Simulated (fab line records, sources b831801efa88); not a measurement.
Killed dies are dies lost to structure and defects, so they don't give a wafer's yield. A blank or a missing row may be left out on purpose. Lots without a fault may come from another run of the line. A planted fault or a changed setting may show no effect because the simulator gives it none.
Which tool did it? | flow gf180mcu | 7 lots, 21 wafers sampled, at 1 step of a route of 602

WHAT THE GAUGES READ, wafer by wafer
GF_M4_OVL_MEAS_15.
lot  | measured     | on         | M4_OVL (nm)
L711 | day 23 18:04 | overlay-02 | -8 -10 -11
L713 | day 24 12:04 | overlay-01 | 3 -4 0
L716 | day 25 14:24 | overlay-01 | -3 -9 -7
L718 | day 26 05:04 | overlay-01 | 3 -1 2
L723 | day 27 20:40 | overlay-02 | 2 -1 3
L728 | day 29 06:19 | overlay-01 | -2 -6 -7
L733 | day 30 17:30 | overlay-02 | -1 -2 3

WHICH TOOL RAN EACH LOT (tool, then ch and the chambers of the sampled wafers, then the start)
The record holds no process step before these readings.

THE ANSWER, worked out from the rows above alone
Rule: what is usual is taken from the lots themselves. Put in order of their means at a reading, lots are off if they are a third of the lots or fewer, leave a main group of 4 or more, and stand apart from it by a gap of 3 or more times the standard deviation of the main group's means; of several such gaps the widest counts. A main group whose means are all the same, to the digits that the tables above print for the reading, isn't used. A lot without any number at a reading at which 4 lots or more have one is off too. The other lots that the step has rows for count as sound.
No lot is off at any reading shown: from this, nothing can be told.

WHAT THE SIMULATOR HAD PUT IN
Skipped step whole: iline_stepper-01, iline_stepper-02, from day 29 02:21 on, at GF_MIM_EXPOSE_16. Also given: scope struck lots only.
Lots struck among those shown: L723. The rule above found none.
